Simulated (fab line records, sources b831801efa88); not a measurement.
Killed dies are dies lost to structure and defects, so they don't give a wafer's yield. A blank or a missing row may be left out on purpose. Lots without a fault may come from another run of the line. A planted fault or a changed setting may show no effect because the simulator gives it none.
fab line records | flow sky130
record lots=6 wafers=18 last_day=50
route steps=708 shown SPACER@305 POLY_CUT@307 PAD_OPEN@708
lots that met no fault: from a run of the same line without faults
start_h: hours from the record's first day to the start of the lot's first wafer shown | wait_h: hours since the lot's step before | " the same as in the row above | L1.1+2: a row that stands for several wafers | - no value, or no start given | * or withheld: withheld | < > ~ a bound
route shown NAME@n: a module of which the file shows steps, and the number in the route of the first | usual: mean/standard deviation of fault-free wafers | same: alike in all rows | chamber/n: place in a boat | sites: the reading at each site | _std_site: their standard deviation | _edge_site: outer sites' mean less inner sites' | radius_mm: how far each site lies from the wafer's centre | mask NAME#n: copy n | behind: the tool/chamber that last shaped the wafer | hold: why the lot was held/for how many hours/how that ended | device: the transistor (n, p or np) that didn't switch | end of line: the same wafers' tests at the end of the route | a step without rows: its recipe alone | killed: dies lost to structure and defects at the first sort, not the wafer's yield | map: a wafer's dies, x killed, . not, _ none there
set.NAME: the setting as run; set.NAME@STEP: as run at that earlier step | model.NAME: the simulator's own value behind a step, which no gauge read
lots at some steps of the route; a table a step, a row a wafer
services: from which hour (start_h, from the record's first day; less than 0 if before it) a tool's chamber was out of use, for how many hours, and why
## steps
# step SKY_SPACER_THK_MEAS_01
# recipe reads=Si3N4_of_SPACER_CVD_00
# usual SPACER_CVD_00_THK=43.1/0.39
# columns lot.wafer tool chamber start_h wait_h SPACER_CVD_00_THK[nm]
L149.1 film_metro-04 - 522.79 0.0 43.8
L149.5 " - " " 43.5
L149.6 " - " " 43.9
L161.1 film_metro-04 - 645.14 0.0 43.1
L161.2 " - " " 43.2
L161.3 " - " " 43.0
L163.3 film_metro-04 - 653.94 0.0 43.6
L163.5 " - " " 43.3
L163.6 " - " " 42.7
L164.3 film_metro-01 - 657.56 0.0 42.8
L164.4 " - " " 42.2
L164.5 " - " " 43.0
L168.1 film_metro-01 - 684.28 0.0 42.6
L168.2 " - " " 42.2
L168.3 " - " " 42.9
L172.4 film_metro-02 - 714.71 0.0 43.1
L172.5 " - " " 42.4
L172.6 " - " " 42.7
# step SKY_SPACER_ETCHBACK_02
# recipe chemistry=CH3F/O2 target=Si3N4 stop_on=SiO2 source_w=400 bias_w=80 pressure_mtorr=25 ch3f_flow_sccm=40 O2_flow_sccm=30 time_s=46.7 target_depth_a=450
# usual drypump_motor_current_A=5.78/0.26 oes_product_au=0.855/0.0062 throttle_valve_pct=10.562/0.0092
# columns lot.wafer tool chamber start_h wait_h drypump_motor_current_A oes_product_au rf_hours_counter_h throttle_valve_pct
L149.1 rie_diel-01 2 522.85 0.1 6.00 0.869 18 10.569
L149.5 " 2 " " 6.04 0.853 - 10.570
L149.6 " 3 " " 5.80 0.868 - 10.556
L161.1 rie_diel-02 3 645.20 0.1 6.16 0.848 5 10.553
L161.2 " 2 " " 6.01 0.853 3 10.558
L161.3 " 0 " " 5.55 0.862 7 10.563
L163.3 rie_diel-01 3 654.00 0.1 5.81 0.862 - 10.577
L163.5 " 2 " " 6.02 0.862 - 10.545
L163.6 " 3 " " 5.87 0.854 - 10.546
L164.3 rie_diel-01 3 657.60 0.0 5.81 0.844 15 10.563
L164.4 " 3 " " 5.86 0.844 - 10.563
L164.5 " 1 " " 5.74 0.847 - 10.557
L168.1 rie_diel-02 3 684.34 0.1 6.17 0.850 6 10.564
L168.2 " 2 " " 5.97 0.853 4 10.577
L168.3 " 1 " " 5.36 0.853 1 10.556
L172.4 rie_diel-02 3 714.74 0.0 6.16 0.856 7 10.572
L172.5 " 2 " " 5.97 0.852 - 10.546
L172.6 " 3 " " 6.17 0.855 - 10.559
# step SKY_POLY_CUT_DEHYDRATE_00
# recipe temp_c=200 time_s=60
# step SKY_POLY_CUT_HMDS_01
# recipe prime_time_s=60 prime_temp_c=120
# step SKY_POLY_CUT_COAT_02
# recipe resist=BARC temp_c=withheld time_s=withheld spin_rpm=3000 resist_thk_nm=60
# step SKY_POLY_CUT_COAT_03
# recipe resist=KrF-thick spin_rpm=3000 resist_thk_nm=450
# step SKY_POLY_CUT_SOFTBAKE_04
# recipe temp_c=100 time_s=90 resist=KrF-thick
# step SKY_POLY_CUT_EXPOSE_05
# recipe mask_id=NPCM na=0.8 source_shape=annular sigma_inner=0.55 sigma_outer=0.85 target_cd_nm=270 dose_mj=32
# step SKY_POLY_CUT_PEB_06
# recipe peb_temp_c=withheld peb_time_s=withheld resist=KrF-thick
# step SKY_POLY_CUT_DEVELOP_07
# recipe develop_time_s=57.49 resist=KrF-thick dev_temp_c=21
# step SKY_POLY_CUT_CD_MEAS_08
# recipe target_cd_nm=270
# usual cd_nm=269.5/1.3
# columns lot.wafer tool chamber start_h wait_h cd_nm
L149.1 cd_sem-02 - 552.67 - 270.0
L149.5 " - " " 270.6
L149.6 " - " " 271.7
L161.1 cd_sem-02 - 673.55 - 270.7
L161.2 " - " " 270.8
L161.3 " - " " 270.7
L163.3 cd_sem-01 - 681.78 - 269.6
L163.5 " - " " 269.7
L163.6 " - " " 269.4
L164.3 cd_sem-02 - 685.91 - 270.9
L164.4 " - " " 270.5
L164.5 " - " " 272.4
L168.1 cd_sem-01 - 711.84 - 266.7
L168.2 " - " " 268.2
L168.3 " - " " 267.4
L172.4 cd_sem-01 - 740.90 - 269.5
L172.5 " - " " 269.3
L172.6 " - " " 269.0
# step SKY_POLY_CUT_OVL_MEAS_09
# usual POLY_CUT_OVL=1/6.7
# columns lot.wafer tool chamber start_h wait_h POLY_CUT_OVL[nm]
L149.1 overlay-02 - 552.79 0.1 7
L149.5 " - " " 1
L149.6 " - " " 1
L161.1 overlay-02 - 673.67 0.1 2
L161.2 " - " " 7
L161.3 " - " " 4
L163.3 overlay-01 - 681.87 0.1 -1
L163.5 " - " " 3
L163.6 " - " " 5
L164.3 overlay-02 - 686.00 0.1 1
L164.4 " - " " -3
L164.5 " - " " 9
L168.1 overlay-01 - 711.96 0.1 20
L168.2 " - " " 7
L168.3 " - " " 16
L172.4 overlay-01 - 740.98 0.1 6
L172.5 " - " " -5
L172.6 " - " " 11
# step SKY_POLY_CUT_ETCH_10
# recipe chemistry=N2/H2 target=BARC ion_energy_ev=200 source_w=500 bias_w=100 pressure_mtorr=30 n2_flow_sccm=100 h2_flow_sccm=200 stop_on=SiO2 time_s=45.9 target_depth_a=600
# usual bias_w=99.99/0.29 chamber_pressure_mTorr=29.996/0.027 drypump_motor_current_A=5.73/0.29 oes_product_au=0.855/0.0044 throttle_valve_pct=13.226/0.0098
# columns lot.wafer tool chamber start_h wait_h bias_w chamber_pressure_mTorr drypump_motor_current_A oes_product_au rf_hours_counter_h throttle_valve_pct model.KrF-thick_of_POLY_CUT_COAT_03.thk_nm
L149.1 rie_diel-02 2 552.82 0.0 99.76 29.994 5.98 0.859 2 13.246 407.1
L149.5 " 1 " " 100.37 30.017 5.40 0.850 - 13.231 407.4
L149.6 " 0 " " 100.11 29.963 5.54 0.857 - 13.219 408.8
L161.1 rie_diel-01 3 673.71 0.0 100.03 30.010 5.82 0.857 15 13.228 408.4
L161.2 " 0 " " 100.42 29.968 5.57 0.848 2 13.220 408
L161.3 " 2 " " 99.83 30.010 6.02 0.849 21 13.227 408.7
L163.3 rie_diel-01 3 681.89 0.0 - - - - - - 435.7
L163.5 " 3 " " - - - - - - 435.6
L163.6 " 0 " " - - - - - - 433.4
L164.3 rie_diel-02 2 686.02 0.0 - - - - - - 438.4
L164.4 " 1 " " - - - - - - 436.3
L164.5 " 1 " " - - - - - - 436.2
L168.1 rie_diel-01 2 711.99 0.0 100.17 29.995 5.97 0.850 22 13.221 409.3
L168.2 " 0 " " 100.26 30.015 5.59 0.851 3 13.228 409.5
L168.3 " 1 " " 99.79 29.999 5.74 0.847 12 13.226 409.3
L172.4 rie_diel-02 1 740.99 0.0 100.05 29.989 5.30 0.854 3 13.245 410.2
L172.5 " 2 " " 100.63 30.004 5.99 0.855 - 13.244 407
L172.6 " 3 " " 100.00 29.937 6.20 0.861 - 13.226 407.8
# step SKY_POLY_CUT_ETCH_11
# recipe target=Si3N4 chemistry=CF4/CH2F2/Ar stop_on=poly-Si source_w=600 bias_w=150 pressure_mtorr=40 cf4_flow_sccm=40 ch2f2_flow_sccm=20 Ar_flow_sccm=150 time_s=42.5 target_depth_a=600
# usual bias_w=150.0/0.46 cf4_flow_sccm=40.00/0.11 drypump_motor_current_A=5.73/0.29 oes_product_au=0.836/0.0064 throttle_valve_pct=14.995/0.0089
# columns lot.wafer tool chamber start_h wait_h bias_w cf4_flow_sccm drypump_motor_current_A oes_product_au rf_hours_counter_h throttle_valve_pct
L149.1 rie_diel-02 2 552.86 0.0 150.0 40.12 5.93 0.827 2 14.988
L149.5 " 1 " " 149.9 40.21 5.32 0.835 - 15.011
L149.6 " 0 " " 150.6 40.01 5.56 0.836 - 14.998
L161.1 rie_diel-01 3 673.75 0.0 150.1 39.93 5.86 0.847 15 15.005
L161.2 " 0 " " 150.5 40.15 5.57 0.829 2 14.992
L161.3 " 2 " " 149.9 40.02 6.02 0.850 21 14.993
L163.3 rie_diel-01 3 681.94 0.0 149.8 39.95 5.83 0.371 16 14.955
L163.5 " 3 " " 149.7 39.97 5.79 0.376 - 14.947
L163.6 " 0 " " 149.9 39.94 5.58 0.373 - 14.946
L164.3 rie_diel-02 2 686.06 0.0 149.9 40.07 5.97 0.378 4 14.964
L164.4 " 1 " " 150.0 40.08 5.27 0.367 2 14.962
L164.5 " 1 " " 150.4 40.05 5.26 0.368 - 14.943
L168.1 rie_diel-01 2 712.04 0.0 149.3 40.01 6.03 0.836 22 14.989
L168.2 " 0 " " 150.4 40.10 5.58 0.839 4 14.984
L168.3 " 1 " " 149.6 40.11 5.74 0.844 12 15.003
L172.4 rie_diel-02 1 741.04 0.0 149.8 39.89 5.32 0.837 3 14.991
L172.5 " 2 " " 149.7 40.12 5.98 0.838 - 14.981
L172.6 " 3 " " 150.5 40.16 6.16 0.833 - 14.992
# step SKY_POLY_CUT_STRIP_12
# recipe chemistry=O2/N2 power_w=1400 pressure_mtorr=1500 platen_temp_c=withheld o2_flow_sccm=3000 n2_flow_sccm=300 overash_fraction=0.5
# usual drypump_motor_current_A=5.7/0.34 oes_product_au=0.452/0.0043 strip_time_to_endpoint_s=5.362/0.018
# columns lot.wafer tool chamber start_h wait_h drypump_motor_current_A oes_product_au rf_hours_counter_h strip_time_to_endpoint_s
L149.1 plasma_asher-04 1 552.90 0.0 5.8 0.450 86 5.359
L149.5 " 1 " " 5.8 0.461 - 5.346
L149.6 " 0 " " 6.2 0.448 - 5.368
L161.1 plasma_asher-01 0 673.79 0.0 6.0 0.448 53 5.369
L161.2 " 1 " " 5.5 0.453 53 5.344
L161.3 " 1 " " 5.4 0.460 - 5.353
L163.3 plasma_asher-03 1 682.01 0.1 5.2 0.459 - 5.612
L163.5 " 0 " " 5.7 0.462 - 5.625
L163.6 " 1 " " 5.1 0.466 - 5.606
L164.3 plasma_asher-01 0 686.14 0.1 6.0 0.461 - 5.657
L164.4 " 1 " " 5.4 0.462 - 5.614
L164.5 " 0 " " 6.0 0.464 - 5.631
L168.1 plasma_asher-04 0 712.08 0.0 6.2 0.446 102 5.373
L168.2 " 1 " " 5.8 0.452 102 5.396
L168.3 " 1 " " 5.8 0.459 - 5.383
L172.4 plasma_asher-01 1 741.11 0.1 5.4 0.453 - 5.375
L172.5 " 1 " " 5.4 0.452 - 5.345
L172.6 " 0 " " 6.0 0.451 - 5.364
# step SKY_PAD_OPEN_PROBE_99
# usual killed_at_M0_to_M3=42/7.1 killed_at_M4_up=3.0/1.7 killed_at_contacts=25/5 killed_at_front_end=16/4.4 killed_at_other=0.5/1.4 killed_dies=87/9.2 killed_on_rim=18/4.3 killed_open=47/6.2 killed_short=39/6.6
# same gross_dies=492 killed_at_back_side=0
# columns lot.wafer tool chamber start_h wait_h killed_at_M0_to_M3 killed_at_M4_up killed_at_contacts killed_at_front_end killed_at_other killed_dies killed_on_rim killed_open killed_short
L163.3 prober-01 - 1158.59 0.2 42 4 27 419 0 492 96 40 37
L163.5 prober-01 - 1158.69 0.2 33 0 24 435 0 492 96 40 27
L163.6 prober-01 - 1158.74 0.2 50 2 23 417 0 492 96 55 34
L164.4 prober-02 - 1161.71 0.2 44 3 29 416 0 492 96 55 34
L164.5 prober-02 - 1161.76 0.2 25 1 33 433 0 492 96 46 21
# killed by level:class
L163.3 POLY_CUT:area_etch=414 CONTACT:geometric_particle:open=13 METAL1:geometric_particle:short=9 VIA2:geometric_particle:open=7 LOCAL_INTERCONNECT:geometric_particle:short=6 VIA1:geometric_particle:open=6 VIA3:geometric_particle:open=5 LI_CONTACT:geometric_particle:open=3
L163.5 POLY_CUT:area_etch=423 CONTACT:geometric_particle:open=10 VIA1:geometric_particle:open=8 CONTACT:geometric_particle:short=7 VIA3:geometric_particle:open=6 VIA2:geometric_particle:open=5 FIELD_ISO:geometric_particle:open=4 LI_CONTACT:geometric_particle:open=4
L163.6 POLY_CUT:area_etch=403 VIA1:geometric_particle:open=13 CONTACT:geometric_particle:open=10 VIA3:geometric_particle:open=8 LI_CONTACT:geometric_particle:open=7 VIA2:geometric_particle:open=6 METAL1:geometric_particle:short=5 VIA1:geometric_particle:short=5
L164.4 POLY_CUT:area_etch=403 VIA1:geometric_particle:open=11 CONTACT:geometric_particle:open=9 LI_CONTACT:geometric_particle:open=8 METAL1:geometric_particle:short=6 VIA2:geometric_particle:open=6 FIELD_ISO:geometric_particle:open=5 VIA3:geometric_particle:open=5
L164.5 POLY_CUT:area_etch=425 CONTACT:geometric_particle:open=13 LI_CONTACT:geometric_particle:open=10 VIA1:geometric_particle:open=7 CONTACT:geometric_particle:short=6 METAL1:geometric_particle:short=4 VIA2:geometric_particle:short=4 VIA3:geometric_particle:open=4
# map L163.3 (x killed, . not)
__________xxxxxxxxxx_________
________xxxxxxxxxxxxxx_______
______xxxxxxxxxxxxxxxxxx_____
_____xxxxxxxxxxxxxxxxxxxx____
____xxxxxxxxxxxxxxxxxxxxxx___
___xxxxxxxxxxxxxxxxxxxxxxxx__
__xxxxxxxxxxxxxxxxxxxxxxxxxx_
_xxxxxxxxxxxxxxxxxxxxxxxxxxxx
_xxxxxxxxxxxxxxxxxxxxxxxxxxxx
_xxxxxxxxxxxxxxxxxxxxxxxxxxxx
_xxxxxxxxxxxxxxxxxxxxxxxxxxxx
_xxxxxxxxxxxxxxxxxxxxxxxxxxxx
_xxxxxxxxxxxxxxxxxxxxxxxxxxxx
_xxxxxxxxxxxxxxxxxxxxxxxxxxxx
_xxxxxxxxxxxxxxxxxxxxxxxxxxxx
__xxxxxxxxxxxxxxxxxxxxxxxxxx_
___xxxxxxxxxxxxxxxxxxxxxxxx__
____xxxxxxxxxxxxxxxxxxxxxx___
_____xxxxxxxxxxxxxxxxxxxx____
______xxxxxxxxxxxxxxxxxx_____
________xxxxxxxxxxxxxx_______
__________xxxxxxxxxx_________
# map L164.4 (x killed, . not)
__________xxxxxxxxxx_________
________xxxxxxxxxxxxxx_______
______xxxxxxxxxxxxxxxxxx_____
_____xxxxxxxxxxxxxxxxxxxx____
____xxxxxxxxxxxxxxxxxxxxxx___
___xxxxxxxxxxxxxxxxxxxxxxxx__
__xxxxxxxxxxxxxxxxxxxxxxxxxx_
_xxxxxxxxxxxxxxxxxxxxxxxxxxxx
_xxxxxxxxxxxxxxxxxxxxxxxxxxxx
_xxxxxxxxxxxxxxxxxxxxxxxxxxxx
_xxxxxxxxxxxxxxxxxxxxxxxxxxxx
_xxxxxxxxxxxxxxxxxxxxxxxxxxxx
_xxxxxxxxxxxxxxxxxxxxxxxxxxxx
_xxxxxxxxxxxxxxxxxxxxxxxxxxxx
_xxxxxxxxxxxxxxxxxxxxxxxxxxxx
__xxxxxxxxxxxxxxxxxxxxxxxxxx_
___xxxxxxxxxxxxxxxxxxxxxxxx__
____xxxxxxxxxxxxxxxxxxxxxx___
_____xxxxxxxxxxxxxxxxxxxx____
______xxxxxxxxxxxxxxxxxx_____
________xxxxxxxxxxxxxx_______
__________xxxxxxxxxx_________
## services
# columns tool chamber start_h hours kind
rie_diel-01 - 500.72 0.2 repair
rie_diel-01 2 501.73 5.3 repair
rie_diel-02 3 511.70 6.4 repair
rie_diel-01 0 523.94 4.2 repair
plasma_asher-03 - 527.54 0.8 repair
plasma_asher-04 - 529.90 1.0 repair
rie_diel-01 1 585.81 6.5 repair
rie_diel-02 1 607.97 - clean
rie_diel-02 1 607.97 11.6 scheduled_down
rie_diel-02 1 607.97 11.6 vent_cycle
rie_diel-02 2 614.03 7.6 repair
rie_diel-02 - 636.27 0.2 repair
rie_diel-01 0 642.11 20.8 repair
rie_diel-01 1 646.18 9.3 repair
plasma_asher-04 - 655.71 1.0 repair
plasma_asher-03 - 656.28 3.9 repair
plasma_asher-03 - 664.84 1.9 repair
plasma_asher-03 - 693.33 40.2 pm
plasma_asher-04 - 733.75 9.0 pm
plasma_asher-04 0 733.75 9.0 vent_cycle
plasma_asher-04 1 733.75 9.0 vent_cycle
## key
first_sign step=SKY_POLY_CUT_ETCH_10 reading=tool_record direction=missing
effect step=SKY_POLY_CUT_ETCH_11 reading=oes_product_au direction=down sigmas=73 usual=0.836 struck=0.372
effect step=SKY_POLY_CUT_STRIP_12 reading=strip_time_to_endpoint_s direction=up sigmas=15 usual=* struck=*
effect step=SKY_PAD_OPEN_PROBE_99 reading=killed_at_front_end direction=up sigmas=93 usual=16 struck=424
model_effect step=SKY_POLY_CUT_ETCH_10 value=KrF-thick_of_POLY_CUT_COAT_03.thk_nm without=408.2 struck=435.9
more_kills_born_at SKY_POLY_CUT_ETCH_10@rie_diel-01=1240 SKY_POLY_CUT_ETCH_10@rie_diel-02=828
met_at SKY_POLY_CUT_ETCH_10
struck_wafers L163.3,L163.5,L163.6,L164.3,L164.4,L164.5
later_rows_left_out L163.3,L163.5,L163.6,L164.3,L164.4,L164.5
tester_left_out L163,L164
onset_between 673.71 681.89
fault kind=skipped_step_whole tool=rie_diel-01,rie_diel-02 chamber=- onset_h=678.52 steps=SKY_POLY_CUT_ETCH_10 scope=struck_lots_only
# tester_left_out: of these lots the tester's yield and bins aren't shown, on N5 and GAA mostly nor the transistor test; their killed dies are dies lost to structure and defects alone, not to doping, threshold or leakage, so they don't give the yield
# later_rows_left_out: the simulator's readings of these wafers behind a module that went badly wrong aren't trusted and aren't shown, but for the sort
